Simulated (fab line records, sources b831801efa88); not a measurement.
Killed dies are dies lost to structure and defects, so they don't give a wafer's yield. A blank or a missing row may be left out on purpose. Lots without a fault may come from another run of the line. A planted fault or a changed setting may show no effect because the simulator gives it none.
Which tool did it? | flow sky130 | 14 lots, 42 wafers sampled, at 6 steps of a route of 708

WHAT THE GAUGES READ, wafer by wafer
SKY_GATE_OXIDE_OVL_MEAS_10.
lot  | measured     | on         | GATE_OXIDE_OVL (nm)
L482 | day 13 20:32 | overlay-02 | -1.4 -0.9 -3.6
L483 | day 14 05:38 | overlay-02 | -2.1 -1.4 -0.2
L488 | day 16 05:02 | overlay-01 | 0.0 1.6 -1.0
L492 | day 17 05:23 | overlay-01 | -1.5 -2.3 -0.4
L493 | day 17 18:59 | overlay-01 | -3.1 -2.5 -1.2
L497 | day 19 01:48 | overlay-02 | 1.0 -1.2 0.6
L498 | day 19 11:54 | overlay-02 | 2.2 -0.6 -2.6
L499 | day 19 21:44 | overlay-02 | 2.2 1.6 -1.0
L500 | day 20 07:29 | overlay-01 | 1.3 -0.7 -0.1
L501 | day 20 15:56 | overlay-02 | 0.7 0.2 -1.3
L502 | day 20 18:20 | overlay-02 | 0.0 -0.6 -0.4
L503 | day 21 09:11 | overlay-02 | -1.3 -0.3 0.0
L504 | day 21 15:45 | overlay-01 | 0.3 0.8 1.2
L505 | day 21 21:54 | overlay-02 | 0.4 0.1 -0.6

SKY_LDD_N_TW_MEAS_17.
lot  | measured     | on            | LDD_N_TW
L482 | day 17 18:19 | film_metro-03 | 2585 2590 2588
L483 | day 18 03:00 | film_metro-02 | 2579 2574 2593
L488 | day 20 10:16 | film_metro-01 | 2619 2628 2642
L492 | day 21 07:55 | film_metro-02 | 2427 2437 2420
L493 | day 22 00:32 | film_metro-03 | 2418 2426 2414
L497 | day 23 04:51 | film_metro-02 | 2586 2581 2565
L498 | day 23 14:31 | film_metro-03 | 2562 2541 2548
L499 | day 23 22:49 | film_metro-02 | 2578 2585 2563
L500 | day 24 09:52 | film_metro-03 | 2568 2564 2579
L501 | day 24 19:10 | film_metro-02 | 2575 2558 2582
L502 | day 24 20:49 | film_metro-03 | 2567 2577 2572
L503 | day 25 23:42 | film_metro-01 | 2599 2610 2612
L504 | day 25 23:59 | film_metro-02 | 2577 2567 2563
L505 | day 26 02:02 | film_metro-01 | 2592 2592 2596

SKY_LDD_HVN_OVL_MEAS_07.
lot  | measured     | on         | LDD_HVN_OVL (nm)
L482 | day 20 06:58 | overlay-02 | -1.0 -0.5 0.8
L483 | day 20 14:46 | overlay-02 | -0.1 0.2 1.0
L488 | day 22 21:55 | overlay-02 | 1.3 -1.3 0.5
L497 | day 25 16:14 | overlay-01 | -0.4 -0.4 -0.8
L498 | day 26 00:27 | overlay-01 | 2.4 -1.2 2.1
L499 | day 26 09:40 | overlay-02 | -0.8 -0.5 0.5
L500 | day 26 21:13 | overlay-01 | 1.4 2.5 0.5
L501 | day 27 04:33 | overlay-01 | -0.5 -2.0 -1.8
L502 | day 27 06:30 | overlay-01 | -1.4 -1.2 -2.2
L503 | day 28 09:10 | overlay-01 | -0.8 1.0 2.6
L504 | day 28 10:12 | overlay-01 | -0.5 -0.7 -1.9
L505 | day 28 13:00 | overlay-01 | -0.6 1.5 1.1

WHICH TOOL RAN EACH LOT (tool, then ch and the chambers of the sampled wafers, then the start)
lot  | SKY_POLY_GATE_ETCH_17            | SKY_LDD_N_IMPLANT_11            | SKY_LDD_N_STRIP_16
L482 | rie_si-01 ch 1,2, day 16 08:27   | implanter-01 ch 0, day 17 17:28 | plasma_asher-03 ch 0,1, day 17 18:13
L483 | rie_si-02 ch 0,1,2, day 16 18:37 | implanter-04 ch 0, day 18 02:10 | plasma_asher-03 ch 0,1, day 18 02:53
L488 | rie_si-01 ch 1,2,3, day 19 01:07 | implanter-01 ch 0, day 20 09:25 | plasma_asher-03 ch 0,1, day 20 10:10
L492 | rie_si-02 ch 0,1,2, day 19 23:16 | implanter-01, day 21 07:04      | plasma_asher-01 ch 0,1, day 21 07:49
L493 | rie_si-01 ch 1,2,3, day 20 14:28 | implanter-04, day 21 23:41      | plasma_asher-03 ch 0,1, day 22 00:26
L497 | rie_si-01 ch 1,2,3, day 21 19:59 | implanter-01 ch 0, day 23 04:01 | plasma_asher-02 ch 0,1, day 23 04:44
L498 | rie_si-02 ch 1,2,3, day 22 05:53 | implanter-04 ch 0, day 23 13:41 | plasma_asher-01 ch 0,1, day 23 14:25
L499 | rie_si-01 ch 0,1,3, day 22 14:17 | implanter-04 ch 0, day 23 21:58 | plasma_asher-03 ch 0,1, day 23 22:43
L500 | rie_si-02 ch 1,2,3, day 23 00:26 | implanter-01 ch 0, day 24 09:04 | plasma_asher-03 ch 0,1, day 24 09:47
L501 | rie_si-01 ch 0,1, day 23 10:32   | implanter-04 ch 0, day 24 18:20 | plasma_asher-02 ch 0,1, day 24 19:04
L502 | rie_si-02 ch 0,2, day 23 12:17   | implanter-01 ch 0, day 24 19:58 | plasma_asher-03 ch 0,1, day 24 20:43
L503 | rie_si-01 ch 2,3, day 24 15:38   | implanter-01 ch 0, day 25 22:52 | plasma_asher-01 ch 0,1, day 25 23:35
L504 | rie_si-02 ch 0,2,3, day 24 17:05 | implanter-03 ch 0, day 25 23:08 | plasma_asher-02 ch 0,1, day 25 23:53
L505 | rie_si-01 ch 0,3, day 24 17:50   | implanter-04 ch 0, day 26 01:13 | plasma_asher-01 ch 0,1, day 26 01:58
- SKY_POLY_GATE_ETCH_17: etches poly-Si in HBr/Cl2, stops on SiO2, target depth 180 nm, time 70.5 s.
- SKY_LDD_N_IMPLANT_11
- SKY_LDD_N_STRIP_16: strips in O2/N2.

WHAT THE TOOLS THEMSELVES READ (means of the sampled wafers that have a number; where no wafer has one, the mark that the record gives instead)
SKY_POLY_GATE_ETCH_17.
lot  | tool      | drypump_motor_current_A (A) | oes_product_au (a.u.) | throttle_valve_pct (%)
L482 | rie_si-01 | 5.7                         | 0.992                 | 33.689
L483 | rie_si-02 | 5.5                         | 0.989                 | 33.685
L488 | rie_si-01 | 5.8                         | 0.991                 | 33.689
L492 | rie_si-02 | 5.5                         | 0.987                 | 33.691
L493 | rie_si-01 | 5.8                         | 0.985                 | 33.686
L497 | rie_si-01 | 5.9                         | 0.989                 | 33.685
L498 | rie_si-02 | 5.9                         | 0.989                 | 33.683
L499 | rie_si-01 | 5.9                         | 0.987                 | 33.691
L500 | rie_si-02 | 5.8                         | 0.983                 | 33.692
L501 | rie_si-01 | 5.7                         | 0.993                 | 33.692
L502 | rie_si-02 | 5.4                         | 0.989                 | 33.674
L503 | rie_si-01 | 6.0                         | 0.991                 | 33.680
L504 | rie_si-02 | 5.7                         | 0.981                 | 33.686
L505 | rie_si-01 | 6.1                         | 0.987                 | 33.677

SKY_LDD_N_IMPLANT_11.
lot  | tool         | beam_energy_keV | beam_on_s (s)
L482 | implanter-01 | 20.000          | 9.93
L483 | implanter-04 | 20.005          | 9.98
L488 | implanter-01 | 19.996          | 9.73
L492 | implanter-01 | -               | -
L493 | implanter-04 | -               | -
L497 | implanter-01 | 20.005          | 9.96
L498 | implanter-04 | 20.003          | 10.01
L499 | implanter-04 | 20.005          | 10.02
L500 | implanter-01 | 19.994          | 9.94
L501 | implanter-04 | 20.003          | 10.03
L502 | implanter-01 | 19.998          | 9.97
L503 | implanter-01 | 20.002          | 10.09
L504 | implanter-03 | 19.995          | 9.78
L505 | implanter-04 | 19.999          | 9.98

SKY_LDD_N_STRIP_16.
lot  | tool            | drypump_motor_current_A (A) | oes_product_au (a.u.) | strip_time_to_endpoint_s (s)
L482 | plasma_asher-03 | 5.8                         | 0.406                 | 4.316
L483 | plasma_asher-03 | 5.9                         | 0.412                 | 4.301
L488 | plasma_asher-03 | 5.8                         | 0.402                 | 4.315
L492 | plasma_asher-01 | 6.3                         | 0.408                 | 4.161
L493 | plasma_asher-03 | 5.9                         | 0.407                 | 4.147
L497 | plasma_asher-02 | 5.1                         | 0.404                 | 4.312
L498 | plasma_asher-01 | 6.3                         | 0.407                 | 4.311
L499 | plasma_asher-03 | 5.8                         | 0.407                 | 4.331
L500 | plasma_asher-03 | 5.8                         | 0.407                 | 4.314
L501 | plasma_asher-02 | 5.2                         | 0.407                 | 4.315
L502 | plasma_asher-03 | 5.8                         | 0.411                 | 4.321
L503 | plasma_asher-01 | 6.3                         | 0.407                 | 4.314
L504 | plasma_asher-02 | 5.1                         | 0.407                 | 4.314
L505 | plasma_asher-01 | 6.2                         | 0.411                 | 4.300

THE ANSWER, worked out from the rows above alone
Rule: what is usual is taken from the lots themselves. Put in order of their means at a reading, lots are off if they are a third of the lots or fewer, leave a main group of 4 or more, and stand apart from it by a gap of 3 or more times the standard deviation of the main group's means; of several such gaps the widest counts. A main group whose means are all the same, to the digits that the tables above print for the reading, isn't used. A lot without any number at a reading at which 4 lots or more have one is off too. The other lots that the step has rows for count as sound. The gauges are gone through in route order, then the tools' own readings, and for those a lot's mean is taken as printed above. The first step at which some lot is off is used, and at that step the reading that is off furthest; a lot without a number counts as furthest.
Off: L492, L493, at SKY_LDD_N_TW_MEAS_17 (LDD_N_TW). The main group: mean 2582, standard deviation 20.
A tool fits if, at a process step before that reading, it ran every lot that is off, and no sound lot after the first of them. The gauges at SKY_LDD_N_TW_MEAS_17 aren't tried: what is off there is off at SKY_LDD_N_IMPLANT_11 too, on other tools, and a gauge's error can't cause that. None of those tried fits.

WHAT THE SIMULATOR HAD PUT IN
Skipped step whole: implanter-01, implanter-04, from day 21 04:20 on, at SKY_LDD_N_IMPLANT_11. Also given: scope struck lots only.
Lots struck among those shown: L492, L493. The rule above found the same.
